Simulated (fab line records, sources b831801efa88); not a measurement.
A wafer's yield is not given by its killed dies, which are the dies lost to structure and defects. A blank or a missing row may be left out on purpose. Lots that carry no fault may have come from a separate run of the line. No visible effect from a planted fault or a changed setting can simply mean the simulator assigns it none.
What tool caused it? / flow sky130 / Sampling: 13 lots, 39 wafers, 5 of 708 route steps

== WHAT EACH GAUGE READ, for each wafer ==
SKY_FIELD_ISO_BOW_MEAS_00.
lot=L830; measured=day 1 10:01; on=film metro-03; INCOMING_BOW (um)=-5 10 -5
lot=L832; measured=day 1 20:00; on=film metro-01; INCOMING_BOW (um)=6 -4 1
lot=L833; measured=day 2 01:01; on=film metro-01; INCOMING_BOW (um)=-2 0 6
lot=L834; measured=day 2 06:01; on=film metro-03; INCOMING_BOW (um)=-10 2 6
lot=L835; measured=day 2 11:00; on=film metro-04; INCOMING_BOW (um)=4 -4 -6
lot=L836; measured=day 2 16:00; on=film metro-04; INCOMING_BOW (um)=-10 0 -14
lot=L837; measured=day 2 21:00; on=film metro-01; INCOMING_BOW (um)=7 6 3
lot=L838; measured=day 3 02:04; on=film metro-01; INCOMING_BOW (um)=-5 -1 -1
lot=L839; measured=day 3 07:00; on=film metro-04; INCOMING_BOW (um)=-2 10 2
lot=L840; measured=day 3 12:01; on=film metro-04; INCOMING_BOW (um)=5 -8 2
lot=L841; measured=day 3 17:00; on=film metro-03; INCOMING_BOW (um)=-9 -14 -8
lot=L846; measured=day 4 18:01; on=film metro-01; INCOMING_BOW (um)=3 9 0
lot=L852; measured=day 6 00:01; on=film metro-04; INCOMING_BOW (um)=2 -3 -5

SKY_FIELD_ISO_CD_MEAS_13: the cd target is 150 nm.
lot=L830; measured=day 2 03:21; on=cd sem-02; cd nm (nm)=149.4 148.2 149.3
lot=L832; measured=day 2 15:34; on=cd sem-01; cd nm (nm)=152.4 151.7 150.7
lot=L833; measured=day 2 21:09; on=cd sem-01; cd nm (nm)=152.9 152.8 153.2
lot=L834; measured=day 3 01:12; on=cd sem-02; cd nm (nm)=150.4 149.9 150.2
lot=L835; measured=day 3 05:50; on=cd sem-02; cd nm (nm)=147.1 146.8 148.2
lot=L836; measured=day 3 14:40; on=cd sem-02; cd nm (nm)=150.5 151.4 150.1
lot=L837; measured=day 3 16:16; on=cd sem-02; cd nm (nm)=149.3 150.1 148.5
lot=L838; measured=day 3 23:26; on=cd sem-02; cd nm (nm)=148.2 147.3 148.1
lot=L839; measured=day 4 03:40; on=cd sem-02; cd nm (nm)=140.7 140.1 142.3
lot=L840; measured=day 4 08:56; on=cd sem-01; cd nm (nm)=140.8 140.7 140.1
lot=L841; measured=day 4 13:41; on=cd sem-02; cd nm (nm)=150.2 150.4 148.7
lot=L846; measured=day 5 16:18; on=cd sem-01; cd nm (nm)=146.6 145.8 145.5
lot=L852; measured=day 6 23:02; on=cd sem-01; cd nm (nm)=149.2 150.1 150.9

SKY_PWDE_OVL_MEAS_07.
lot=L830; measured=day 3 16:37; on=overlay-02; PWDE_OVL (nm)=0.5 1.1 1.2
lot=L832; measured=day 4 06:43; on=overlay-02; PWDE_OVL (nm)=2.1 2.4 1.1
lot=L833; measured=day 4 12:01; on=overlay-01; PWDE_OVL (nm)=0.2 -1.2 0.5
lot=L834; measured=day 4 17:29; on=overlay-02; PWDE_OVL (nm)=1.8 0.9 3.1
lot=L835; measured=day 4 20:46; on=overlay-01; PWDE_OVL (nm)=0.0 1.7 1.2
lot=L836; measured=day 5 06:01; on=overlay-02; PWDE_OVL (nm)=-0.3 -0.1 0.6
lot=L837; measured=day 5 08:13; on=overlay-01; PWDE_OVL (nm)=2.1 1.7 -0.2
lot=L838; measured=day 5 18:53; on=overlay-02; PWDE_OVL (nm)=4.7 4.2 4.4
lot=L839; measured=day 6 00:43; on=overlay-02; PWDE_OVL (nm)=-0.4 0.9 -0.6
lot=L840; measured=day 6 02:43; on=overlay-01; PWDE_OVL (nm)=2.7 0.2 0.4
lot=L841; measured=day 6 11:04; on=overlay-02; PWDE_OVL (nm)=0.9 1.9 3.3
lot=L846; measured=day 7 14:11; on=overlay-01; PWDE_OVL (nm)=2.0 1.1 2.4
lot=L852; measured=day 8 22:32; on=overlay-02; PWDE_OVL (nm)=4.9 2.7 4.4

SKY_NWELL_OVL_MEAS_10.
lot=L830; measured=day 4 09:59; on=overlay-01; NWELL_00_OVL (nm)=1.5 0.5 1.5
lot=L832; measured=day 4 22:59; on=overlay-02; NWELL_00_OVL (nm)=2.2 1.7 0.5
lot=L833; measured=day 5 05:14; on=overlay-01; NWELL_00_OVL (nm)=1.4 2.8 0.8
lot=L834; measured=day 5 11:47; on=overlay-01; NWELL_00_OVL (nm)=1.0 0.8 0.5
lot=L835; measured=day 5 15:28; on=overlay-01; NWELL_00_OVL (nm)=-0.7 1.6 -1.4
lot=L836; measured=day 6 00:22; on=overlay-01; NWELL_00_OVL (nm)=3.0 -0.1 -0.3
lot=L837; measured=day 6 03:11; on=overlay-02; NWELL_00_OVL (nm)=3.6 2.4 3.9
lot=L838; measured=day 6 14:05; on=overlay-02; NWELL_00_OVL (nm)=1.8 2.7 2.8
lot=L839; measured=day 6 20:08; on=overlay-02; NWELL_00_OVL (nm)=4.7 3.9 5.4
lot=L840; measured=day 6 21:59; on=overlay-01; NWELL_00_OVL (nm)=0.2 0.8 0.3
lot=L841; measured=day 7 07:13; on=overlay-02; NWELL_00_OVL (nm)=-0.1 1.7 -1.3
lot=L846; measured=day 8 11:08; on=overlay-01; NWELL_00_OVL (nm)=0.8 0.4 0.8
lot=L852; measured=day 9 20:56; on=overlay-02; NWELL_00_OVL (nm)=1.0 0.4 0.3

== EACH LOT AND THE TOOL THAT RAN IT (in order: tool; ch and the chambers of the sampled wafers; start) ==
lot=L830; SKY_FIELD_ISO_EXPOSE_10=krf scanner-01 ch 0, day 1 20:14
lot=L832; SKY_FIELD_ISO_EXPOSE_10=krf scanner-02 ch 0, day 2 07:51
lot=L833; SKY_FIELD_ISO_EXPOSE_10=krf scanner-02 ch 0, day 2 13:12
lot=L834; SKY_FIELD_ISO_EXPOSE_10=krf scanner-02 ch 0, day 2 17:59
lot=L835; SKY_FIELD_ISO_EXPOSE_10=krf scanner-01 ch 0, day 2 22:14
lot=L836; SKY_FIELD_ISO_EXPOSE_10=krf scanner-01 ch 0, day 3 06:43
lot=L837; SKY_FIELD_ISO_EXPOSE_10=krf scanner-02 ch 0, day 3 08:54
lot=L838; SKY_FIELD_ISO_EXPOSE_10=krf scanner-02 ch 0, day 3 15:14
lot=L839; SKY_FIELD_ISO_EXPOSE_10=krf scanner-01 ch 0, day 3 19:54
lot=L840; SKY_FIELD_ISO_EXPOSE_10=krf scanner-01 ch 0, day 4 00:59
lot=L841; SKY_FIELD_ISO_EXPOSE_10=krf scanner-02 ch 0, day 4 05:50
lot=L846; SKY_FIELD_ISO_EXPOSE_10=krf scanner-01 ch 0, day 5 07:25
lot=L852; SKY_FIELD_ISO_EXPOSE_10=krf scanner-02 ch 0, day 6 13:34
- SKY_FIELD_ISO_EXPOSE_10: exposes mask FOM, target cd 150 nm.

== WHAT THE TOOLS THEMSELVES READ (means of the sampled wafers that have a number; where no wafer has one, the mark that the record gives instead) ==
SKY_FIELD_ISO_EXPOSE_10.
lot=L830; tool=krf scanner-01; exposure dose mJ cm2=27.940
lot=L832; tool=krf scanner-02; exposure dose mJ cm2=27.960
lot=L833; tool=krf scanner-02; exposure dose mJ cm2=28.004
lot=L834; tool=krf scanner-02; exposure dose mJ cm2=27.966
lot=L835; tool=krf scanner-01; exposure dose mJ cm2=27.993
lot=L836; tool=krf scanner-01; exposure dose mJ cm2=28.007
lot=L837; tool=krf scanner-02; exposure dose mJ cm2=27.976
lot=L838; tool=krf scanner-02; exposure dose mJ cm2=27.946
lot=L839; tool=krf scanner-01; exposure dose mJ cm2=29.500
lot=L840; tool=krf scanner-01; exposure dose mJ cm2=29.481
lot=L841; tool=krf scanner-02; exposure dose mJ cm2=27.972
lot=L846; tool=krf scanner-01; exposure dose mJ cm2=28.945
lot=L852; tool=krf scanner-02; exposure dose mJ cm2=28.010

== THE ANSWER, worked out from the rows above alone ==
Rule: the lots themselves supply what counts as usual. Put in order of their means at a reading, lots are off if they are a third of the lots or fewer, leave a main group of 4 or more, and stand apart from it by a gap of 3 or more times the standard deviation of the main group's means; of several such gaps the widest counts. Not used: any main group whose means are identical at the precision the tables above print for the reading. A lot without any number at a reading at which 4 lots or more have one is off too. Any other lot the step has rows for is counted as sound. The gauges are gone through in route order, then the tools' own readings, and for those a lot's mean is taken as printed above. The first step at which some lot is off is used, and at that step the reading that is off furthest; a lot without a number counts as furthest.
Off: L839, L840, L846 (SKY_FIELD_ISO_EXPOSE_10, exposure dose mJ cm2). The main group: mean 27.977, standard deviation 0.024.
A tool fits if, at that step or a process step before it, it ran every lot that is off, and no sound lot after the first of them. One fits: krf scanner-01 at SKY_FIELD_ISO_EXPOSE_10. Its last sound lot is L836 (day 3 06:43), its first lot that is off L839 (day 3 19:54): a fault that began between those two fits.
The tool's own readings at SKY_FIELD_ISO_EXPOSE_10 bear it out: on the lots that are off they differ by more than 5 times the standard deviation of the sound lots' means. exposure dose mJ cm2 reads 29.309 there against 27.977 on the sound lots.

== WHAT WAS PUT IN BY THE SIMULATOR ==
Drift in process parameters on krf scanner-01 at SKY_FIELD_ISO_EXPOSE_10, starting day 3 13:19. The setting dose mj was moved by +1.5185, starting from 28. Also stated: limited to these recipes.
Shown lots that were struck: L839, L840, L846. The rule given above showed the same thing.
